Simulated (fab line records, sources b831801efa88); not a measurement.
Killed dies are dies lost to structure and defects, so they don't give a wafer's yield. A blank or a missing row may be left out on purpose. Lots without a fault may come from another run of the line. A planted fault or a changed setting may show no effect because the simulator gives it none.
A struck lot beside a sound one | flow sky130 | 17 steps out of a route of 708
Sound: wafers L206.3, L206.5, L206.6. Struck: wafers L211.1, L211.2, L211.3. The cause comes at the end.
At each step with rows: each side's tool, then ch and its chambers, then its first start. Under that, the readings that differ: sound wafers | struck wafers | difference of the means | sigmas: that difference in standard deviations of wafers without a fault.
alike: readings whose means differ by less than 2 such deviations, and words and numbers that are the same on both sides. not compared: withheld readings, readings that some wafer has no value for, bounds like >300 that may hide the same value, and numbers for which the record gives no deviation and whose values overlap.
The two part at a step that has a row with sigmas, a row that says differs or no value, or rows on one side only. Numbers that don't overlap but have no deviation are shown without sigmas and don't part them. A reading that every wafer of one side lacks parts them only if that side has two wafers or more.

SKY_VIA1_CMP_02: polishes SiO2.
  sound on cmp-02 ch 0,1,3, day 37 06:40; struck on cmp-01 ch 0,1,3, day 38 07:56
  alike: motor_current_A
SKY_VIA1_BOW_MEAS_03:
  sound on film_metro-01, day 37 06:52; struck on film_metro-01, day 38 08:14
  alike: VIA1_BOW
then, 8 steps without rows for these wafers: SKY_VIA1_DEHYDRATE_04 (time 60 s); SKY_VIA1_HMDS_05 (prime time 60 s); SKY_VIA1_COAT_06 (resist thk 60 nm); SKY_VIA1_COAT_07 (resist thk 450 nm); SKY_VIA1_SOFTBAKE_08 (time 90 s); SKY_VIA1_EXPOSE_09 (exposes mask VIM, target cd 150 nm); SKY_VIA1_PEB_10; SKY_VIA1_DEVELOP_11 (develop time 60 s).
SKY_VIA1_CD_MEAS_12: target cd 150 nm.
  sound on cd_sem-02, day 38 08:11; struck on cd_sem-01, day 39 08:53
  reading    | sound             | struck            | difference | sigmas
  cd_nm (nm) | 147.1 147.3 148.1 | 151.0 150.8 151.7 | +3.7       | +2
SKY_VIA1_OVL_MEAS_13:
  sound on overlay-02, day 38 08:17; struck on overlay-01, day 39 09:01
  alike: VIA1_OVL
SKY_VIA1_ETCH_14: etches BARC in N2/H2, stops on SiO2, time 45.9 s, target depth 60 nm.
  sound on rie_diel-01 ch 2,3, day 38 08:18; struck on rie_diel-03 ch 0,1,3, day 39 09:03
  no value came back on the struck wafers for any of 5 readings (bias_w (W), chamber_pressure_mTorr (mTorr) and others); on the sound wafers bias_w (W) reads 100.00 100.34 99.89
  reading                                     | sound           | struck            | difference | sigmas
  model.KrF-thick_of_VIA1_COAT_07.thk_nm (nm) | 391.8 389.7 391 | 436.2 434.8 434.2 | +44.2      |
  not compared: rf_hours_counter_h
SKY_VIA1_ETCH_15: etches SiO2 in C4F8/O2/Ar, stops on TiN, target depth 351 nm, time 54 s.
  sound on rie_diel-01 ch 2,3, day 38 08:20; struck on rie_diel-03 ch 0,1,3, day 39 09:05
  reading                                     | sound             | struck            | difference | sigmas
  oes_product_au (a.u.)                       | 0.988 0.984 0.992 | 0.375 0.371 0.369 | -0.616     | -99 or more
  model.KrF-thick_of_VIA1_COAT_07.thk_nm (nm) | 319.6 317.4 319.1 | 367.9 365.5 363.5 | +46.9      |
  alike: bias_w, chamber_pressure_mTorr
  not compared: rf_hours_counter_h
SKY_VIA1_STRIP_16: strips in O2/N2.
  sound on plasma_asher-03 ch 0,1, day 38 08:25; struck on plasma_asher-04 ch 0,1, day 39 09:08
  reading                      | sound             | struck            | difference | sigmas
  oes_product_au (a.u.)        | 0.412 0.413 0.408 | 0.436 0.432 0.428 | +0.021     | +4
  strip_time_to_endpoint_s (s) | 4.443 4.415 4.416 | 4.936 4.915 4.881 | +0.486     | +20
  alike: drypump_motor_current_A, o2_flow_sccm
  not compared: rf_hours_counter_h
then, 1 step without rows for these wafers: SKY_VIA1_STRIP_17 (strips in post etch residue remover, time 1200 s).
-- the record jumps here: 10 days lie between the struck wafers' starts before and after (it left off in module VIA1 and takes up again in module PAD_OPEN, whose first step shown is number 708 of the route) --
SKY_PAD_OPEN_PROBE_99:
  the record has rows for the struck wafers here (prober-01, day 49 19:22) and none for the sound ones

WHERE THEY PART
First at SKY_VIA1_CD_MEAS_12; last, within this record, at SKY_PAD_OPEN_PROBE_99.

WHY: what the simulator had put in
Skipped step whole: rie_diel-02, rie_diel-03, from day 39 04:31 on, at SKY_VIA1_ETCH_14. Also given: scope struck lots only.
